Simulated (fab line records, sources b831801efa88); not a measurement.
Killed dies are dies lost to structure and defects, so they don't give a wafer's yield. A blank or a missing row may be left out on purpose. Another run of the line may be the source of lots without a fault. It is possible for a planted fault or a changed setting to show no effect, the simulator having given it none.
What tool caused it? | flow gf180mcu | 14 lots with 42 wafers sampled at 3 steps, on a route of 602 steps

## WHAT THE GAUGES SHOWED, per wafer
GF_HV_LDD_RS_MEAS_53: a four-point-probe measurement. Usual: HV_LDD_RS 418.7 ohm/sq, standard deviation 0.91.
lot  | measured     | on            | HV_LDD_RS (ohm/sq) | flag
L120 | day 13 07:29 | film-metro-02 | 418.1 417.7 418.4  |
L122 | day 13 15:35 | film-metro-01 | 418.1 417.7 417.7  |
L121 | day 13 17:26 | film-metro-02 | 419.3 418.4 418.1  |
L123 | day 13 23:40 | film-metro-01 | 420.4 419.3 418.7  |
L124 | day 14 10:11 | film-metro-01 | 417.5 417.3 418.4  |
L125 | day 14 12:11 | film-metro-02 | 417.7 418.7 418.4  |
L127 | day 15 07:17 | film-metro-01 | 419.0 421.4 421.0  |
L129 | day 15 19:17 | film-metro-03 | 419.4 418.3 419.0  |
L130 | day 16 05:22 | film-metro-02 | 417.7 417.8 417.8  |
L131 | day 16 09:22 | film-metro-03 | 419.8 419.2 418.6  |
L133 | day 16 23:19 | film-metro-01 | 420.1 419.2 418.8  |
L135 | day 17 15:07 | film-metro-01 | 417.4 418.4 417.1  |
L140 | day 19 14:58 | film-metro-01 | 421.7 420.7 422.5  | OFF
L142 | day 20 00:17 | film-metro-01 | 424.0 423.3 423.4  | OFF

GF_CONTACT_THK_MEAS_03. Usual: CONTACT_CVD_02_THK 861 nm, standard deviation 10.
lot  | measured     | on            | CONTACT_CVD_02_THK (nm) | flag
L120 | day 16 03:56 | film-metro-03 | 859 861 867             |
L122 | day 16 11:41 | film-metro-03 | 863 862 857             |
L121 | day 16 15:11 | film-metro-01 | 868 873 865             |
L123 | day 16 22:16 | film-metro-01 | 865 857 876             |
L124 | day 17 08:46 | film-metro-02 | 843 855 867             |
L125 | day 17 09:37 | film-metro-01 | 861 842 875             |
L127 | day 18 08:20 | film-metro-03 | 849 865 873             |
L129 | day 18 21:22 | film-metro-03 | 849 866 869             |
L130 | day 19 07:55 | film-metro-02 | 844 855 861             |
L131 | day 19 11:49 | film-metro-03 | 862 856 877             |
L133 | day 20 05:05 | film-metro-02 | 860 855 875             |
L135 | day 20 21:42 | film-metro-02 | 849 852 847             |
L140 | day 22 19:10 | film-metro-01 | 863 855 869             |
L142 | day 23 04:07 | film-metro-03 | 852 856 866             |

## WHAT TOOL EACH LOT RAN ON (gives the tool, then ch and the chambers of the sampled wafers, and finally the start)
lot  | GF_HV_LDD_IMPLANT_33
L120 | implanter-02 ch 0, day 12 11:01
L122 | implanter-03 ch 0, day 12 18:16
L121 | implanter-03 ch 0, day 12 19:46
L123 | implanter-03 ch 0, day 13 02:15
L124 | implanter-03 ch 0, day 13 13:21
L125 | implanter-04 ch 0, day 13 14:47
L127 | implanter-04 ch 0, day 14 08:13
L129 | implanter-03 ch 0, day 14 21:25
L130 | implanter-02 ch 0, day 15 07:01
L131 | implanter-02 ch 0, day 15 11:10
L133 | implanter-02 ch 0, day 16 00:43
L135 | implanter-03 ch 0, day 16 15:02
L140 | implanter-03 ch 0, day 18 13:04
L142 | implanter-03 ch 0, day 18 22:17
- GF_HV_LDD_IMPLANT_33

## AS READ BY THE TOOLS THEMSELVES (means over the sampled wafers that have a number; for cases with no such wafer, the mark the record gives instead)
GF_HV_LDD_IMPLANT_33. Usual: tilt-deg 30.001 degrees, standard deviation 0.021.
lot  | tool         | tilt-deg (degrees) | flag
L120 | implanter-02 | 30.020             |
L122 | implanter-03 | 29.984             |
L121 | implanter-03 | 30.009             |
L123 | implanter-03 | 30.009             |
L124 | implanter-03 | 29.996             |
L125 | implanter-04 | 29.999             |
L127 | implanter-04 | 30.012             |
L129 | implanter-03 | 29.985             |
L130 | implanter-02 | 30.037             |
L131 | implanter-02 | 30.005             |
L133 | implanter-02 | 29.995             |
L135 | implanter-03 | 29.978             |
L140 | implanter-03 | 29.998             |
L142 | implanter-03 | 29.999             |

## THE ANSWER, worked out from the rows above alone
Rule: a lot is off if the mean of its wafers that have a number lies more than 3 standard deviations from the usual mean. Also off: a lot with no number at a reading for which 4 or more lots have one. All remaining lots with rows at the step are treated as sound. First the gauges in route order, then the tools' own readings, where a lot's mean is used as printed above. At the first step where some lot is off, the reading lying furthest off is the one used; lots without a number count as furthest.
Off: L140, L142, at GF_HV_LDD_RS_MEAS_53 (HV_LDD_RS).
If a tool, at a process step before that reading, ran all the lots that are off and no sound lot after the first of them, it fits. Gauges at GF_HV_LDD_RS_MEAS_53: tried the same way as those tools. This does not decide it: 2 tools fit, namely implanter-03 at GF_HV_LDD_IMPLANT_33 and film-metro-01 at GF_HV_LDD_RS_MEAS_53.

## WHAT WAS PUT IN BY THE SIMULATOR
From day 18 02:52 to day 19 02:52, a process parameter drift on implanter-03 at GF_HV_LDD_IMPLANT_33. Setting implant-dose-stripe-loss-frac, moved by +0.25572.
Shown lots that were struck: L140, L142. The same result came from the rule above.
